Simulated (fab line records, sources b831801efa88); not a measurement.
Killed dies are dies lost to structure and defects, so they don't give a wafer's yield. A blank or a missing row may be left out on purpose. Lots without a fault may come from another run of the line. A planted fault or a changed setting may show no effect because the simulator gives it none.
Which tool did it? | flow sky130 | 14 lots, 42 wafers sampled, at 3 steps of a route of 708

WHAT THE GAUGES READ, wafer by wafer
SKY_VIA1_OVL_MEAS_13.
lot  | measured     | on         | VIA1_OVL (nm)
L466 | day 33 15:17 | overlay-01 | 2 6 0
L468 | day 34 15:04 | overlay-01 | 1 3 -2
L469 | day 35 08:55 | overlay-02 | 19 14 14
L471 | day 36 04:15 | overlay-01 | -6 -8 0
L470 | day 36 06:26 | overlay-02 | -7 -3 0
L476 | day 37 16:20 | overlay-02 | -1 -1 3
L481 | day 39 03:16 | overlay-01 | 1 -6 2
L482 | day 39 05:44 | overlay-02 | 8 12 9
L483 | day 39 09:02 | overlay-01 | 11 4 7
L484 | day 39 19:19 | overlay-01 | 5 0 -2
L485 | day 40 03:28 | overlay-02 | 3 -1 -2
L486 | day 40 04:31 | overlay-01 | 8 6 3
L487 | day 40 09:10 | overlay-02 | -7 -4 3
L488 | day 40 18:05 | overlay-01 | 15 3 7

WHICH TOOL RAN EACH LOT (tool, then ch and the chambers of the sampled wafers, then the start)
lot  | SKY_CONTACT_STRIP_19                 | SKY_METAL1_METAL_ETCH_19
L466 | plasma_asher-04 ch 0,1, day 31 06:25 | rie_metal-03 ch 0,1, day 32 12:05
L468 | plasma_asher-04 ch 0,1, day 32 07:08 | rie_metal-01 ch 1, day 33 11:12
L469 | plasma_asher-04 ch 0,1, day 32 23:59 | rie_metal-03 ch 0,1, day 34 04:02
L471 | plasma_asher-02 ch 0,1, day 33 20:14 | rie_metal-04 ch 0,1, day 35 00:20
L470 | plasma_asher-02 ch 0,1, day 33 22:59 | rie_metal-03 ch 0,1, day 35 02:17
L476 | plasma_asher-04 ch 0,1, day 35 10:37 | rie_metal-01 ch 0,1, day 36 13:55
L481 | plasma_asher-03 ch 0,1, day 36 21:54 | rie_metal-03 ch 0,1, day 38 01:01
L482 | plasma_asher-02 ch 0,1, day 37 00:26 | rie_metal-01 ch 0,1, day 38 03:43
L483 | plasma_asher-04 ch 0,1, day 37 02:58 | rie_metal-04 ch 0,1, day 38 06:40
L484 | plasma_asher-04 ch 0,1, day 37 15:16 | rie_metal-04 ch 0,1, day 38 18:06
L485 | plasma_asher-02 ch 0,1, day 37 23:22 | rie_metal-03 ch 0,1, day 39 01:37
L486 | plasma_asher-04 ch 0,1, day 38 00:14 | rie_metal-04 ch 0,1, day 39 03:14
L487 | plasma_asher-02 ch 0,1, day 38 05:47 | rie_metal-04 ch 0,1, day 39 07:49
L488 | plasma_asher-03 ch 0,1, day 38 15:28 | rie_metal-01 ch 0,1, day 39 16:44
- SKY_CONTACT_STRIP_19: strips in O2/N2.
- SKY_METAL1_METAL_ETCH_19: etches the open film in Cl2/BCl3, stops on SiO2, target depth 360 nm, time 78 s.

WHAT THE TOOLS THEMSELVES READ (means of the sampled wafers that have a number; where no wafer has one, the mark that the record gives instead)
SKY_CONTACT_STRIP_19.
lot  | tool            | drypump_motor_current_A (A) | oes_product_au (a.u.) | strip_time_to_endpoint_s (s)
L466 | plasma_asher-04 | 5.6                         | 0.381                 | 3.62
L468 | plasma_asher-04 | 5.9                         | 0.382                 | 3.62
L469 | plasma_asher-04 | 5.9                         | 0.377                 | 3.65
L471 | plasma_asher-02 | 5.7                         | 0.381                 | 3.61
L470 | plasma_asher-02 | 5.8                         | 0.384                 | 3.61
L476 | plasma_asher-04 | 5.7                         | 0.377                 | 3.61
L481 | plasma_asher-03 | 5.7                         | 0.380                 | 3.65
L482 | plasma_asher-02 | 6.2                         | 0.383                 | 3.60
L483 | plasma_asher-04 | 5.9                         | 0.380                 | 3.60
L484 | plasma_asher-04 | 5.7                         | 0.378                 | 3.60
L485 | plasma_asher-02 | 6.2                         | 0.383                 | 3.62
L486 | plasma_asher-04 | 5.9                         | 0.377                 | 3.62
L487 | plasma_asher-02 | 5.7                         | 0.379                 | 3.62
L488 | plasma_asher-03 | 5.7                         | 0.387                 | 3.57

SKY_METAL1_METAL_ETCH_19.
lot  | tool         | drypump_motor_current_A (A) | he_backside_leak_sccm (sccm) | mfc_cl2_sccm (sccm) | oes_product_au (a.u.) | throttle_valve_pct (%)
L466 | rie_metal-03 | 6.2                         | 3.70                         | 60.02               | 0.854                 | 22.268
L468 | rie_metal-01 | 6.1                         | 3.27                         | 59.98               | 0.855                 | 22.261
L469 | rie_metal-03 | 6.2                         | 3.36                         | 60.08               | 0.849                 | 22.274
L471 | rie_metal-04 | 5.3                         | 3.23                         | 60.10               | 0.852                 | 22.259
L470 | rie_metal-03 | 6.2                         | 3.51                         | 60.19               | 0.856                 | 22.270
L476 | rie_metal-01 | 5.7                         | 3.31                         | 59.93               | 0.855                 | 22.264
L481 | rie_metal-03 | 6.3                         | 3.56                         | 59.89               | 0.849                 | 22.270
L482 | rie_metal-01 | 5.7                         | 3.42                         | 60.12               | 0.853                 | 22.267
L483 | rie_metal-04 | 5.3                         | 3.13                         | 59.91               | 0.859                 | 22.270
L484 | rie_metal-04 | 5.3                         | 3.34                         | 60.09               | 0.851                 | 22.270
L485 | rie_metal-03 | 6.3                         | 3.70                         | 59.99               | 0.850                 | 22.270
L486 | rie_metal-04 | 5.0                         | 3.18                         | 60.05               | 0.858                 | 22.271
L487 | rie_metal-04 | 5.3                         | 3.11                         | 60.28               | 0.849                 | 22.263
L488 | rie_metal-01 | 5.3                         | 3.37                         | 60.18               | 0.852                 | 22.268

THE ANSWER, worked out from the rows above alone
Rule: what is usual is taken from the lots themselves. Put in order of their means at a reading, lots are off if they are a third of the lots or fewer, leave a main group of 4 or more, and stand apart from it by a gap of 3 or more times the standard deviation of the main group's means; of several such gaps the widest counts. A main group whose means are all the same, to the digits that the tables above print for the reading, isn't used. A lot without any number at a reading at which 4 lots or more have one is off too. The other lots that the step has rows for count as sound. The gauges are gone through in route order, then the tools' own readings, and for those a lot's mean is taken as printed above. The first step at which some lot is off is used, and at that step the reading that is off furthest; a lot without a number counts as furthest.
No lot is off at any reading shown: from this, nothing can be told.

WHAT THE SIMULATOR HAD PUT IN
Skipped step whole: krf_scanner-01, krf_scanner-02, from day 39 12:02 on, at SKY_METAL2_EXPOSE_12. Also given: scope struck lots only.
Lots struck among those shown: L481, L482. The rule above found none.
